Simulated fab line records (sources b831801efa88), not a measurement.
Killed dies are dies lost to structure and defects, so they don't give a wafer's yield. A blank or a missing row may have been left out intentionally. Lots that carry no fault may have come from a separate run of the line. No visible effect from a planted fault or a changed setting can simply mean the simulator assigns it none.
Which tool did it? :: flow sky130 :: Sampling: 12 lots, 36 wafers, 4 of 708 route steps

## WHAT EACH GAUGE READ, for each wafer
SKY_LI_CONTACT_OVL_MEAS_13. Usual: LI_CONTACT_OVL gives 1 nm (standard deviation 6).
lot: L475
measured: day 29 01:01
on: overlay-01
LI_CONTACT_OVL (nm): -5 -3 -1
flag: 

lot: L477
measured: day 30 01:28
on: overlay-02
LI_CONTACT_OVL (nm): -5 -6 -2
flag: 

lot: L478
measured: day 30 11:04
on: overlay-02
LI_CONTACT_OVL (nm): -5 4 0
flag: 

lot: L479
measured: day 31 02:19
on: overlay-01
LI_CONTACT_OVL (nm): 1 -4 2
flag: 

lot: L484
measured: day 32 12:35
on: overlay-02
LI_CONTACT_OVL (nm): -1 -4 0
flag: 

lot: L486
measured: day 33 05:52
on: overlay-02
LI_CONTACT_OVL (nm): -4 -4 -2
flag: 

lot: L490
measured: day 34 07:23
on: overlay-01
LI_CONTACT_OVL (nm): -4 -7 -5
flag: 

lot: L492
measured: day 34 18:59
on: overlay-02
LI_CONTACT_OVL (nm): -5 -7 -7
flag: 

lot: L494
measured: day 35 11:56
on: overlay-02
LI_CONTACT_OVL (nm): -8 -10 -10
flag: 

lot: L495
measured: day 35 19:36
on: overlay-01
LI_CONTACT_OVL (nm): 4 10 4
flag: 

lot: L496
measured: day 36 04:38
on: overlay-02
LI_CONTACT_OVL (nm): 0 4 6
flag: 

lot: L498
measured: day 36 13:45
on: overlay-02
LI_CONTACT_OVL (nm): -7 4 3
flag: 

## TOOL THAT RAN EACH LOT (tool first, then ch and the chambers of the sampled wafers, then the start)
lot: L475
SKY_SD_P_STRIP_10: plasma_asher-01 ch 0,1, day 25 07:38
SKY_SD_N_STRIP_11: plasma_asher-04 ch 0,1, day 27 18:22
SKY_SD_N_RTA_14: rtp_anneal-02 ch 0, day 27 18:35

lot: L477
SKY_SD_P_STRIP_10: plasma_asher-02 ch 0,1, day 26 09:18
SKY_SD_N_STRIP_11: plasma_asher-04 ch 0,1, day 28 20:15
SKY_SD_N_RTA_14: rtp_anneal-02 ch 0, day 28 20:26

lot: L478
SKY_SD_P_STRIP_10: plasma_asher-02 ch 1, day 26 19:25
SKY_SD_N_STRIP_11: plasma_asher-02 ch 0,1, day 29 06:11
SKY_SD_N_RTA_14: rtp_anneal-01 ch 0, day 29 06:24

lot: L479
SKY_SD_P_STRIP_10: plasma_asher-02 ch 0,1, day 27 11:38
SKY_SD_N_STRIP_11: plasma_asher-02 ch 0,1, day 29 21:00
SKY_SD_N_RTA_14: rtp_anneal-02 ch 0, day 29 21:12

lot: L484
SKY_SD_P_STRIP_10: plasma_asher-01 ch 0,1, day 28 23:33
SKY_SD_N_STRIP_11: plasma_asher-02 ch 0,1, day 31 07:52
SKY_SD_N_RTA_14: rtp_anneal-01 ch 0, day 31 08:04

lot: L486
SKY_SD_P_STRIP_10: plasma_asher-01 ch 0,1, day 29 18:28
SKY_SD_N_STRIP_11: plasma_asher-02 ch 0,1, day 32 02:05
SKY_SD_N_RTA_14: rtp_anneal-01 ch 0, day 32 02:18

lot: L490
SKY_SD_P_STRIP_10: plasma_asher-01 ch 0,1, day 30 22:28
SKY_SD_N_STRIP_11: plasma_asher-02 ch 0,1, day 33 04:15
SKY_SD_N_RTA_14: rtp_anneal-01 ch 0, day 33 04:26

lot: L492
SKY_SD_P_STRIP_10: plasma_asher-01 ch 0,1, day 31 08:40
SKY_SD_N_STRIP_11: plasma_asher-04 ch 0,1, day 33 14:25
SKY_SD_N_RTA_14: rtp_anneal-01 ch 0, day 33 14:38

lot: L494
SKY_SD_P_STRIP_10: plasma_asher-01 ch 1, day 32 03:22
SKY_SD_N_STRIP_11: plasma_asher-04 ch 0,1, day 34 08:22
SKY_SD_N_RTA_14: rtp_anneal-01 ch 0, day 34 08:34

lot: L495
SKY_SD_P_STRIP_10: plasma_asher-01 ch 0,1, day 32 09:26
SKY_SD_N_STRIP_11: plasma_asher-03 ch 0,1, day 34 15:28
SKY_SD_N_RTA_14: rtp_anneal-02 ch 0, day 34 15:40

lot: L496
SKY_SD_P_STRIP_10: plasma_asher-01 ch 0,1, day 32 18:35
SKY_SD_N_STRIP_11: plasma_asher-04 ch 1, day 35 00:28
SKY_SD_N_RTA_14: rtp_anneal-01 ch 0, day 35 00:41

lot: L498
SKY_SD_P_STRIP_10: plasma_asher-02 ch 0,1, day 33 05:57
SKY_SD_N_STRIP_11: plasma_asher-03 ch 0,1, day 35 10:31
SKY_SD_N_RTA_14: rtp_anneal-01 ch 0, day 35 10:44
- SKY_SD_P_STRIP_10: strips in O2/N2.
- SKY_SD_N_STRIP_11: strips in O2/N2.
- SKY_SD_N_RTA_14: time 2 s.

## WHAT THE TOOLS THEMSELVES READ (means of the sampled wafers that have a number; where no wafer has one, the mark that the record gives instead)
SKY_SD_P_STRIP_10. Usual: drypump_motor_current_A 5.7 A, standard deviation 0.4; o2_flow_sccm 3000 sccm, standard deviation 9.1; oes_product_au 0.618 a.u., standard deviation 0.0046; strip_time_to_endpoint_s 17.49 s, standard deviation 0.04.
lot: L475
tool: plasma_asher-01
drypump_motor_current_A (A): 5.8
o2_flow_sccm (sccm): 2998
oes_product_au (a.u.): 0.623
strip_time_to_endpoint_s (s): 17.53
flag: 

lot: L477
tool: plasma_asher-02
drypump_motor_current_A (A): 5.5
o2_flow_sccm (sccm): 2996
oes_product_au (a.u.): 0.614
strip_time_to_endpoint_s (s): 17.52
flag: 

lot: L478
tool: plasma_asher-02
drypump_motor_current_A (A): 5.5
o2_flow_sccm (sccm): 3000
oes_product_au (a.u.): 0.614
strip_time_to_endpoint_s (s): 17.53
flag: 

lot: L479
tool: plasma_asher-02
drypump_motor_current_A (A): 5.6
o2_flow_sccm (sccm): 2986
oes_product_au (a.u.): 0.617
strip_time_to_endpoint_s (s): 17.44
flag: 

lot: L484
tool: plasma_asher-01
drypump_motor_current_A (A): 6.1
o2_flow_sccm (sccm): 2992
oes_product_au (a.u.): 0.620
strip_time_to_endpoint_s (s): 17.48
flag: 

lot: L486
tool: plasma_asher-01
drypump_motor_current_A (A): 6.1
o2_flow_sccm (sccm): 3005
oes_product_au (a.u.): 0.620
strip_time_to_endpoint_s (s): 17.47
flag: 

lot: L490
tool: plasma_asher-01
drypump_motor_current_A (A): 6.1
o2_flow_sccm (sccm): 2998
oes_product_au (a.u.): 0.612
strip_time_to_endpoint_s (s): 17.49
flag: 

lot: L492
tool: plasma_asher-01
drypump_motor_current_A (A): 5.8
o2_flow_sccm (sccm): 3003
oes_product_au (a.u.): 0.617
strip_time_to_endpoint_s (s): 17.41
flag: 

lot: L494
tool: plasma_asher-01
drypump_motor_current_A (A): 5.6
o2_flow_sccm (sccm): 2992
oes_product_au (a.u.): 0.620
strip_time_to_endpoint_s (s): 17.50
flag: 

lot: L495
tool: plasma_asher-01
drypump_motor_current_A (A): 6.1
o2_flow_sccm (sccm): 3000
oes_product_au (a.u.): 0.616
strip_time_to_endpoint_s (s): 17.53
flag: 

lot: L496
tool: plasma_asher-01
drypump_motor_current_A (A): 5.9
o2_flow_sccm (sccm): 2995
oes_product_au (a.u.): 0.620
strip_time_to_endpoint_s (s): 17.55
flag: 

lot: L498
tool: plasma_asher-02
drypump_motor_current_A (A): 5.5
o2_flow_sccm (sccm): 3009
oes_product_au (a.u.): 0.618
strip_time_to_endpoint_s (s): 17.51
flag: 

SKY_SD_N_STRIP_11. Usual: drypump_motor_current_A 5.63 A, standard deviation 0.28; o2_flow_sccm 2999 sccm, standard deviation 8.4; oes_product_au 0.527 a.u., standard deviation 0.0039; strip_time_to_endpoint_s 22.55 s, standard deviation 0.042.
lot: L475
tool: plasma_asher-04
drypump_motor_current_A (A): 5.82
o2_flow_sccm (sccm): 2998
oes_product_au (a.u.): 0.526
strip_time_to_endpoint_s (s): 22.61
flag: 

lot: L477
tool: plasma_asher-04
drypump_motor_current_A (A): 5.73
o2_flow_sccm (sccm): 3003
oes_product_au (a.u.): 0.526
strip_time_to_endpoint_s (s): 22.54
flag: 

lot: L478
tool: plasma_asher-02
drypump_motor_current_A (A): 5.51
o2_flow_sccm (sccm): 2997
oes_product_au (a.u.): 0.523
strip_time_to_endpoint_s (s): 22.51
flag: 

lot: L479
tool: plasma_asher-02
drypump_motor_current_A (A): 5.49
o2_flow_sccm (sccm): 2996
oes_product_au (a.u.): 0.526
strip_time_to_endpoint_s (s): 22.54
flag: 

lot: L484
tool: plasma_asher-02
drypump_motor_current_A (A): 5.52
o2_flow_sccm (sccm): 2992
oes_product_au (a.u.): 0.525
strip_time_to_endpoint_s (s): 22.60
flag: 

lot: L486
tool: plasma_asher-02
drypump_motor_current_A (A): 5.51
o2_flow_sccm (sccm): 3200
oes_product_au (a.u.): 0.525
strip_time_to_endpoint_s (s): 22.40
flag: OFF

lot: L490
tool: plasma_asher-02
drypump_motor_current_A (A): 5.51
o2_flow_sccm (sccm): 3194
oes_product_au (a.u.): 0.532
strip_time_to_endpoint_s (s): 22.47
flag: OFF

lot: L492
tool: plasma_asher-04
drypump_motor_current_A (A): 5.83
o2_flow_sccm (sccm): 2996
oes_product_au (a.u.): 0.522
strip_time_to_endpoint_s (s): 22.57
flag: 

lot: L494
tool: plasma_asher-04
drypump_motor_current_A (A): 5.73
o2_flow_sccm (sccm): 3001
oes_product_au (a.u.): 0.529
strip_time_to_endpoint_s (s): 22.62
flag: 

lot: L495
tool: plasma_asher-03
drypump_motor_current_A (A): 5.72
o2_flow_sccm (sccm): 2995
oes_product_au (a.u.): 0.526
strip_time_to_endpoint_s (s): 22.58
flag: 

lot: L496
tool: plasma_asher-04
drypump_motor_current_A (A): 5.90
o2_flow_sccm (sccm): 2999
oes_product_au (a.u.): 0.523
strip_time_to_endpoint_s (s): 22.54
flag: 

lot: L498
tool: plasma_asher-03
drypump_motor_current_A (A): 5.68
o2_flow_sccm (sccm): 3002
oes_product_au (a.u.): 0.529
strip_time_to_endpoint_s (s): 22.52
flag: 

SKY_SD_N_RTA_14. Usual: lamp_power_pct 15.74 %, standard deviation 0.052; wafer_temp_C_max 1078.3, standard deviation 1.4.
lot: L475
tool: rtp_anneal-02
lamp_power_pct (%): 15.68
wafer_temp_C_max: 1078.1
flag: 

lot: L477
tool: rtp_anneal-02
lamp_power_pct (%): 15.77
wafer_temp_C_max: 1076.8
flag: 

lot: L478
tool: rtp_anneal-01
lamp_power_pct (%): 15.70
wafer_temp_C_max: 1077.5
flag: 

lot: L479
tool: rtp_anneal-02
lamp_power_pct (%): 15.73
wafer_temp_C_max: 1080.3
flag: 

lot: L484
tool: rtp_anneal-01
lamp_power_pct (%): 15.77
wafer_temp_C_max: 1078.1
flag: 

lot: L486
tool: rtp_anneal-01
lamp_power_pct (%): 15.79
wafer_temp_C_max: 1078.4
flag: 

lot: L490
tool: rtp_anneal-01
lamp_power_pct (%): 15.70
wafer_temp_C_max: 1079.4
flag: 

lot: L492
tool: rtp_anneal-01
lamp_power_pct (%): 15.77
wafer_temp_C_max: 1078.7
flag: 

lot: L494
tool: rtp_anneal-01
lamp_power_pct (%): 15.72
wafer_temp_C_max: 1078.4
flag: 

lot: L495
tool: rtp_anneal-02
lamp_power_pct (%): 15.69
wafer_temp_C_max: 1078.4
flag: 

lot: L496
tool: rtp_anneal-01
lamp_power_pct (%): 15.74
wafer_temp_C_max: 1077.9
flag: 

lot: L498
tool: rtp_anneal-01
lamp_power_pct (%): 15.73
wafer_temp_C_max: 1078.3
flag: 

## THE ANSWER, worked out from the rows above alone
Rule: lot off if the mean of its wafers having a number is beyond 3 standard deviations from the usual mean. Also off: a lot with no number at a reading for which 4 or more lots have one. The other lots that the step has rows for count as sound. Order of review: gauges by route order, followed by the tools' own readings, for which a lot's mean as printed above is used. At the first step where some lot is off, the reading lying furthest off is the one used; lots without a number count as furthest.
Off: L486, L490, at SKY_SD_N_STRIP_11 (o2_flow_sccm).
If a tool, at that step or one of the process steps before it, ran each lot that is off and ran no sound lot following the first of them, it fits. One fits: SKY_SD_N_STRIP_11 on plasma_asher-02. A fault onset in the window from L484 (day 31 07:52, its last sound lot) to L486 (day 32 02:05, its first lot off) fits.
On the lots that are off, the tool's own readings at SKY_SD_N_STRIP_11 differ by more than 5 times the standard deviation of the sound lots' means, which bears it out; o2_flow_sccm reads 3197 sccm there versus 2998 sccm on the sound lots.

## WHAT WAS PUT IN BY THE SIMULATOR
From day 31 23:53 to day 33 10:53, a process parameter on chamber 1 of plasma_asher-02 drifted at SKY_SD_N_STRIP_11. A move of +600 in setting o2_flow_sccm, from 3000. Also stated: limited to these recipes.
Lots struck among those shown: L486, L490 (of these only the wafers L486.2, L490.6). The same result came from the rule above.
